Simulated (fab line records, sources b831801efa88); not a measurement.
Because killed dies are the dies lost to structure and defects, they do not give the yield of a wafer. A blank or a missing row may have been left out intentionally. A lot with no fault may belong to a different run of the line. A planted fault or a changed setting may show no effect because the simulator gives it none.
Which tool did it? / flow sky130 / 14 lots, 42 wafers sampled, at 4 steps of a route of 708

WHAT THE GAUGES READ, wafer by wafer
SKY_VT_ADJUST_HVTP_TW_MEAS_11.
lot=L154; measured=day 6 17:07; on=filmMetro-03; VT_ADJUST_HVTP_TW=1335 1342 1336
lot=L155; measured=day 6 18:18; on=filmMetro-03; VT_ADJUST_HVTP_TW=1340 1334 1341
lot=L156; measured=day 7 01:46; on=filmMetro-02; VT_ADJUST_HVTP_TW=1364 1374 1370
lot=L157; measured=day 7 04:56; on=filmMetro-03; VT_ADJUST_HVTP_TW=1342 1332 1341
lot=L158; measured=day 7 10:07; on=filmMetro-02; VT_ADJUST_HVTP_TW=1382 1373 1375
lot=L159; measured=day 7 19:46; on=filmMetro-02; VT_ADJUST_HVTP_TW=1369 1375 1366
lot=L160; measured=day 7 22:31; on=filmMetro-02; VT_ADJUST_HVTP_TW=1368 1373 1372
lot=L161; measured=day 8 06:27; on=filmMetro-02; VT_ADJUST_HVTP_TW=1361 1358 1369
lot=L162; measured=day 8 14:28; on=filmMetro-02; VT_ADJUST_HVTP_TW=1365 1356 1352
lot=L169; measured=day 10 03:59; on=filmMetro-03; VT_ADJUST_HVTP_TW=1326 1332 1328
lot=L170; measured=day 10 09:39; on=filmMetro-02; VT_ADJUST_HVTP_TW=1370 1381 1374
lot=L171; measured=day 10 17:44; on=filmMetro-03; VT_ADJUST_HVTP_TW=1328 1329 1330
lot=L175; measured=day 12 03:00; on=filmMetro-02; VT_ADJUST_HVTP_TW=1366 1374 1365
lot=L176; measured=day 12 05:13; on=filmMetro-04; VT_ADJUST_HVTP_TW=1362 1354 1366

SKY_VT_ADJUST_LVTN_OVL_MEAS_18.
lot=L154; measured=day 8 09:17; on=overlay-02; VT_ADJUST_LVTN_01_OVL (nm)=0.4 -0.4 -0.8
lot=L155; measured=day 8 10:18; on=overlay-02; VT_ADJUST_LVTN_01_OVL (nm)=2.1 1.4 1.9
lot=L156; measured=day 8 19:06; on=overlay-02; VT_ADJUST_LVTN_01_OVL (nm)=-0.4 -0.1 0.2
lot=L157; measured=day 8 21:49; on=overlay-02; VT_ADJUST_LVTN_01_OVL (nm)=-0.3 0.4 0.4
lot=L158; measured=day 9 05:17; on=overlay-02; VT_ADJUST_LVTN_01_OVL (nm)=-0.7 -0.3 -0.1
lot=L159; measured=day 9 15:34; on=overlay-01; VT_ADJUST_LVTN_01_OVL (nm)=0.2 -0.1 -0.9
lot=L160; measured=day 9 18:54; on=overlay-01; VT_ADJUST_LVTN_01_OVL (nm)=1.9 1.8 2.9
lot=L161; measured=day 10 03:29; on=overlay-01; VT_ADJUST_LVTN_01_OVL (nm)=0.7 0.2 1.3
lot=L162; measured=day 10 10:20; on=overlay-02; VT_ADJUST_LVTN_01_OVL (nm)=1.2 2.1 0.3
lot=L169; measured=day 12 03:50; on=overlay-02; VT_ADJUST_LVTN_01_OVL (nm)=0.3 0.2 1.4
lot=L170; measured=day 12 08:48; on=overlay-02; VT_ADJUST_LVTN_01_OVL (nm)=0.5 0.5 0.6
lot=L171; measured=day 12 18:01; on=overlay-01; VT_ADJUST_LVTN_01_OVL (nm)=1.4 -0.1 2.0
lot=L175; measured=day 14 06:26; on=overlay-02; VT_ADJUST_LVTN_01_OVL (nm)=-1.1 -0.3 0.8
lot=L176; measured=day 14 08:45; on=overlay-02; VT_ADJUST_LVTN_01_OVL (nm)=-2.9 -2.9 -1.4

SKY_VT_ADJUST_PCH_OVL_MEAS_07.
lot=L154; measured=day 11 05:39; on=overlay-02; VT_ADJUST_PCH_OVL (nm)=0.8 1.5 0.5
lot=L155; measured=day 11 06:48; on=overlay-01; VT_ADJUST_PCH_OVL (nm)=-0.9 -0.8 -1.9
lot=L156; measured=day 11 16:22; on=overlay-02; VT_ADJUST_PCH_OVL (nm)=-3.8 -3.4 -3.2
lot=L157; measured=day 11 18:49; on=overlay-02; VT_ADJUST_PCH_OVL (nm)=1.1 0.5 -0.4
lot=L158; measured=day 12 04:09; on=overlay-02; VT_ADJUST_PCH_OVL (nm)=-0.9 -2.4 -1.9
lot=L159; measured=day 12 12:01; on=overlay-02; VT_ADJUST_PCH_OVL (nm)=-0.3 -0.2 0.7
lot=L160; measured=day 12 18:21; on=overlay-01; VT_ADJUST_PCH_OVL (nm)=3.1 2.0 2.5
lot=L161; measured=day 13 02:06; on=overlay-01; VT_ADJUST_PCH_OVL (nm)=-1.1 -0.6 -1.0
lot=L162; measured=day 13 09:51; on=overlay-02; VT_ADJUST_PCH_OVL (nm)=-2.1 -1.9 -2.3
lot=L169; measured=day 15 10:22; on=overlay-02; VT_ADJUST_PCH_OVL (nm)=-2.4 -0.9 -1.2
lot=L170; measured=day 15 15:27; on=overlay-01; VT_ADJUST_PCH_OVL (nm)=0.5 -0.3 -1.4
lot=L171; measured=day 16 03:25; on=overlay-02; VT_ADJUST_PCH_OVL (nm)=-1.9 -2.9 -2.1
lot=L175; measured=day 17 19:48; on=overlay-02; VT_ADJUST_PCH_OVL (nm)=-0.1 -0.9 -1.4
lot=L176; measured=day 18 00:06; on=overlay-02; VT_ADJUST_PCH_OVL (nm)=-0.3 -1.1 -0.8

WHICH TOOL RAN EACH LOT (tool, then ch and the chambers of the sampled wafers, then the start)
lot=L154; SKY_FIELD_ISO_CMP_27=cmp-02 ch 0,2,3, day 2 18:07
lot=L155; SKY_FIELD_ISO_CMP_27=cmp-01 ch 1,2,3, day 2 18:11
lot=L156; SKY_FIELD_ISO_CMP_27=cmp-01 ch 1,2,3, day 3 01:35
lot=L157; SKY_FIELD_ISO_CMP_27=cmp-02 ch 0,1, day 3 03:29
lot=L158; SKY_FIELD_ISO_CMP_27=cmp-01 ch 1,2,3, day 3 09:07
lot=L159; SKY_FIELD_ISO_CMP_27=cmp-02 ch 0,3, day 3 16:46
lot=L160; SKY_FIELD_ISO_CMP_27=cmp-01 ch 1,2,3, day 3 20:47
lot=L161; SKY_FIELD_ISO_CMP_27=cmp-02 ch 0,2, day 4 02:17
lot=L162; SKY_FIELD_ISO_CMP_27=cmp-02 ch 0,3, day 4 08:42
lot=L169; SKY_FIELD_ISO_CMP_27=cmp-02 ch 0,2,3, day 5 14:55
lot=L170; SKY_FIELD_ISO_CMP_27=cmp-02 ch 0,2,3, day 5 20:14
lot=L171; SKY_FIELD_ISO_CMP_27=cmp-01 ch 1,2,3, day 6 02:50
lot=L175; SKY_FIELD_ISO_CMP_27=cmp-01 ch 0,2,3, day 7 05:02
lot=L176; SKY_FIELD_ISO_CMP_27=cmp-01 ch 1,2, day 7 08:05
- SKY_FIELD_ISO_CMP_27: polishes, stops on Si3N4, t overpolish 16 s, target thk 457.8 nm.

AS READ BY THE TOOLS THEMSELVES (means over the sampled wafers that have a number; for cases with no such wafer, the mark the record gives instead)
SKY_FIELD_ISO_CMP_27.
lot=L154; tool=cmp-02; motorCurrentA (A)=12.1; overpolishRunS (s)=16.002; timeToEndpointS (s)=115
lot=L155; tool=cmp-01; motorCurrentA (A)=12.7; overpolishRunS (s)=16.003; timeToEndpointS (s)=113
lot=L156; tool=cmp-01; motorCurrentA (A)=12.2; overpolishRunS (s)=16.006; timeToEndpointS (s)=112
lot=L157; tool=cmp-02; motorCurrentA (A)=12.9; overpolishRunS (s)=16.012; timeToEndpointS (s)=118
lot=L158; tool=cmp-01; motorCurrentA (A)=12.1; overpolishRunS (s)=16.002; timeToEndpointS (s)=105
lot=L159; tool=cmp-02; motorCurrentA (A)=11.6; overpolishRunS (s)=15.995; timeToEndpointS (s)=113
lot=L160; tool=cmp-01; motorCurrentA (A)=12.3; overpolishRunS (s)=16.007; timeToEndpointS (s)=108
lot=L161; tool=cmp-02; motorCurrentA (A)=12.1; overpolishRunS (s)=16.003; timeToEndpointS (s)=112
lot=L162; tool=cmp-02; motorCurrentA (A)=11.5; overpolishRunS (s)=15.998; timeToEndpointS (s)=119
lot=L169; tool=cmp-02; motorCurrentA (A)=12.2; overpolishRunS (s)=14.568; timeToEndpointS (s)=115
lot=L170; tool=cmp-02; motorCurrentA (A)=12.6; overpolishRunS (s)=14.558; timeToEndpointS (s)=115
lot=L171; tool=cmp-01; motorCurrentA (A)=12.6; overpolishRunS (s)=15.992; timeToEndpointS (s)=112
lot=L175; tool=cmp-01; motorCurrentA (A)=12.2; overpolishRunS (s)=16.000; timeToEndpointS (s)=109
lot=L176; tool=cmp-01; motorCurrentA (A)=12.4; overpolishRunS (s)=15.994; timeToEndpointS (s)=113

THE ANSWER, worked out from the rows above alone
Rule: the lots themselves supply what counts as usual. The widest of any qualifying gaps counts: lots, ordered by their means at a reading, are off when they make up no more than a third of the lots, leave a main group of 4 or more, and stand apart from it by 3 or more times the standard deviation of that group's means. Not used: any main group whose means are identical at the precision the tables above print for the reading. A lot without any number at a reading at which 4 lots or more have one is off too. Any other lot the step has rows for is counted as sound. Order of review: gauges by route order, followed by the tools' own readings, for which a lot's mean as printed above is used. At the first step where some lot is off, the reading lying furthest off is the one used; lots without a number count as furthest.
Off, at SKY_FIELD_ISO_CMP_27 on overpolishRunS: L169, L170. The main group: mean 16.001 s, standard deviation 0.0055.
A tool fits if, at that step or a process step before it, it ran every lot that is off, and no sound lot after the first of them. One fits: cmp-02 at SKY_FIELD_ISO_CMP_27. A fault onset in the window from L162 (day 4 08:42, its last sound lot) to L169 (day 5 14:55, its first lot off) fits.
The tool's own readings at SKY_FIELD_ISO_CMP_27 bear it out: on the lots that are off they differ by more than 5 times the standard deviation of the sound lots' means. overpolishRunS reads 14.563 s there against 16.001 s on the sound lots.

WHAT WAS PUT IN BY THE SIMULATOR
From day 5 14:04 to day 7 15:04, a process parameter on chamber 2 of cmp-02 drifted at SKY_FIELD_ISO_CMP_27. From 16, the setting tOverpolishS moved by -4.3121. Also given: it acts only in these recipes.
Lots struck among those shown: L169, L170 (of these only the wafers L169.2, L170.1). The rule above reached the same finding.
